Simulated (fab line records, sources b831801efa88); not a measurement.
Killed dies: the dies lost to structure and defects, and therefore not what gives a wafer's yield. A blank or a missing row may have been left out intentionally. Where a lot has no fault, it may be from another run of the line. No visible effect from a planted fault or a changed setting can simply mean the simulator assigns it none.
Problem report in the 8D (eight disciplines) form, filled by code | flow gf180mcu | the parts of the form that need people (team, actions taken, sign-off) are left out

## 1. THE ISSUE
M5_OVL at GF_M5_OVL_MEAS_08 reads a mean of 55 nm on 12 wafers of 4 lots; wafers without a fault read -1 nm with a standard deviation of 4.6. Measured from the usual mean, that is +12 standard deviations.
First seen on wafer L211.1, day 27 17:37, on overlay-01. The record holds 33 wafers of 11 lots with a number at this step. Rule for "out" (also "out of limits"): further than 4 standard deviations from the usual mean. The other wafers with a number count as sound.

## 2. WHAT IT IS AND WHAT IT IS NOT
question                    | is                     | is not
which readings at this step | M5_OVL                 | -
which lots                  | L210, L211, L212, L216 | L207, L208, L209, L218, L219, L220, L228
which wafers of those lots  | all that have a number | -
read on which gauges        | overlay-01, overlay-02 | -
when                        | from day 27 17:37      | up to then (9 sound wafers); but 12 sound wafers of L218, L219, L220, L228 came after

## 3. SUSPECTS, AND WHAT RULES EACH OUT
Counting: any tool at a process step up to the reading is kept as a suspect provided that every lot that is out went through it and no sound lot did after the first of them.
- the gauge at GF_M5_OVL_MEAS_08 is ruled out. Those wafers that are out were read across 2 gauges (overlay-01, overlay-02).
- krf scanner-02 at GF_M5_EXPOSE_04 (exposes mask Metal5, target cd 280 nm): kept. It ran every lot that is out, first L211 (day 27 08:05), and no sound lot after that; its last sound lot up to then is L209 (day 26 12:02).
After counting, what remains is krf scanner-02 at GF_M5_EXPOSE_04.

## 4. THE CAUSE (what the simulator had put in)
Scanner matching overlay: krf scanner-02, from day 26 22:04 on, at GF_M5_EXPOSE_04. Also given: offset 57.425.
After counting, this tool was the only one left.

## 5. THE EFFECT CHAIN, in route order
Each row: a reading where the mean over the struck wafers with a number is more than 3 standard deviations away from the usual. Readings are gone through only where the record gives a usual standard deviation; hours: the median, over the lots, of the time from a lot's start at the first step in this table giving one to that lot's start at this step; sigmas: the change measured in usual standard deviations.
hours | step              | reading | usual | on struck wafers | change | sigmas
0     | GF_M5_OVL_MEAS_08 | M5_OVL  | -1 nm | 55               | +56    | +12
At these later measuring or inspecting steps, every struck wafer for which the step has a row has a number for every such reading, and none has moved that far: GF_V5_THK_MEAS_01.

## 6. HOW IT WOULD HAVE BEEN CAUGHT EARLIER
Counted from the fault's start at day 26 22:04, it took 20 hours until the first out-of-limits reading at a measuring or inspecting step in this record, taken at day 27 17:37.
Among the 4 lots that are out, L212, L216 began GF_M5_EXPOSE_04 on krf scanner-02 after day 27 17:37. A hold on the tool at that time would have spared those 2.
